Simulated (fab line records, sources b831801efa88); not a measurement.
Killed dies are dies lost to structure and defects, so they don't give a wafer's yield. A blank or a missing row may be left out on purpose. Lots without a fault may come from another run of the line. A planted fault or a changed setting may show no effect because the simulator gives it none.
Which tool did it? | flow sky130 | 11 lots, 33 wafers sampled, at 3 steps of a route of 708

WHAT THE GAUGES READ, wafer by wafer
SKY_VT_ADJUST_LVTN_TW_MEAS_10.
lot  | measured     | on            | VT_ADJUST_LVTN_TW
L602 | day 7 04:15  | film_metro-04 | 240.3 238.5 239.5
L603 | day 7 11:45  | film_metro-03 | 242.6 242.9 243.1
L606 | day 8 12:09  | film_metro-03 | 243.2 242.7 242.8
L605 | day 8 12:56  | film_metro-04 | 239.3 240.4 239.5
L608 | day 8 18:56  | film_metro-02 | 245.7 246.2 245.8
L611 | day 9 15:16  | film_metro-04 | 240.3 242.1 239.8
L612 | day 9 21:10  | film_metro-03 | 242.1 242.6 243.4
L613 | day 10 01:44 | film_metro-04 | 239.5 239.5 239.7
L621 | day 12 08:49 | film_metro-04 | 240.5 240.6 242.2
L623 | day 12 19:45 | film_metro-03 | 241.9 242.9 242.9
L624 | day 13 07:39 | film_metro-03 | 242.5 242.5 241.6

SKY_GATE_OXIDE_THK_MEAS_02.
lot  | measured     | on            | GATE_OXIDE_OXIDATION_00_THK (nm)
L602 | day 13 00:56 | film_metro-04 | 10.51 10.51 10.55
L603 | day 13 06:48 | film_metro-04 | 10.20 10.32 10.33
L606 | day 14 16:48 | film_metro-01 | 10.21 9.96 10.26
L605 | day 14 18:13 | film_metro-04 | 10.41 10.31 10.31
L608 | day 16 02:28 | film_metro-04 | 10.30 10.24 10.20
L611 | day 16 02:29 | film_metro-01 | 10.12 10.32 10.20
L612 | day 16 14:51 | film_metro-04 | 12.42 12.72 12.49
L613 | day 16 14:50 | film_metro-01 | 12.51 12.55 12.39
L621 | day 19 11:26 | film_metro-01 | 10.51 10.33 10.51
L623 | day 21 08:38 | film_metro-01 | 9.62 10.03 9.92
L624 | day 21 08:38 | film_metro-02 | 10.16 9.97 10.21

WHICH TOOL RAN EACH LOT (tool, then ch and the chambers of the sampled wafers, then the start)
lot  | SKY_GATE_OXIDE_OXIDATION_01
L602 | furnace-01 ch 0, day 12 23:31
L603 | furnace-02 ch 0, day 13 05:23
L606 | furnace-01 ch 0, day 14 15:23
L605 | furnace-01 ch 0, day 14 16:48
L608 | furnace-01 ch 0, day 16 01:00
L611 | furnace-01 ch 0, day 16 01:00
L612 | furnace-01 ch 0, day 16 13:25
L613 | furnace-01 ch 0, day 16 13:25
L621 | furnace-02 ch 0, day 19 10:01
L623 | furnace-01 ch 0, day 21 07:13
L624 | furnace-01 ch 0, day 21 07:13
- SKY_GATE_OXIDE_OXIDATION_01: stabilise 600 s, purge 300 s, target thk 10.268 nm.

WHAT THE TOOLS THEMSELVES READ (means of the sampled wafers that have a number; where no wafer has one, the mark that the record gives instead)
SKY_GATE_OXIDE_OXIDATION_01.
lot  | tool       | spike_tc_bottom_C (C) | spike_tc_centre_C (C) | spike_tc_lower_C (C) | spike_tc_top_C (C) | spike_tc_upper_C (C) | tube_center_temp_C (C) | tube_center_temp_C_max
L602 | furnace-01 | 918.2                 | 899.9                 | 900.5                | 908.8              | 899.3                | 900                    | 902.4
L603 | furnace-02 | 918.2                 | 901.4                 | 899.2                | 912.3              | 900.0                | 900                    | 902.2
L606 | furnace-01 | 918.2                 | 900.2                 | 899.7                | 907.9              | 900.0                | 900                    | 902.0
L605 | furnace-01 | 918.7                 | 900.9                 | 899.4                | 908.7              | 898.8                | 900                    | 902.7
L608 | furnace-01 | 918.8                 | 900.1                 | 898.9                | 908.1              | 900.1                | 900                    | 902.1
L611 | furnace-01 | 918.9                 | 901.0                 | 899.9                | 907.3              | 899.6                | 900                    | 902.2
L612 | furnace-01 | 937.6                 | 920.0                 | 918.0                | 926.9              | 918.2                | 919                    | 920.6
L613 | furnace-01 | 937.1                 | 919.2                 | 918.3                | 925.9              | 917.2                | 918                    | 920.5
L621 | furnace-02 | 919.7                 | 900.3                 | 898.4                | 911.9              | 899.0                | 900                    | 902.1
L623 | furnace-01 | 918.3                 | 900.9                 | 900.1                | 907.3              | 898.7                | 900                    | 902.0
L624 | furnace-01 | 918.2                 | 899.2                 | 900.0                | 908.2              | 899.0                | 900                    | 902.2

THE ANSWER, worked out from the rows above alone
Rule: what is usual is taken from the lots themselves. Put in order of their means at a reading, lots are off if they are a third of the lots or fewer, leave a main group of 4 or more, and stand apart from it by a gap of 3 or more times the standard deviation of the main group's means; of several such gaps the widest counts. A main group whose means are all the same, to the digits that the tables above print for the reading, isn't used. A lot without any number at a reading at which 4 lots or more have one is off too. The other lots that the step has rows for count as sound. The gauges are gone through in route order, then the tools' own readings, and for those a lot's mean is taken as printed above. The first step at which some lot is off is used, and at that step the reading that is off furthest; a lot without a number counts as furthest.
Off: L612, L613, at SKY_GATE_OXIDE_THK_MEAS_02 (GATE_OXIDE_OXIDATION_00_THK). The main group: mean 10.24 nm, standard deviation 0.19.
A tool fits if, at a process step before that reading, it ran every lot that is off, and no sound lot after the first of them. The gauges at SKY_GATE_OXIDE_THK_MEAS_02 aren't tried: what is off there is off at SKY_GATE_OXIDE_OXIDATION_01 too, on other tools, and a gauge's error can't cause that. None of those tried fits.

WHAT THE SIMULATOR HAD PUT IN
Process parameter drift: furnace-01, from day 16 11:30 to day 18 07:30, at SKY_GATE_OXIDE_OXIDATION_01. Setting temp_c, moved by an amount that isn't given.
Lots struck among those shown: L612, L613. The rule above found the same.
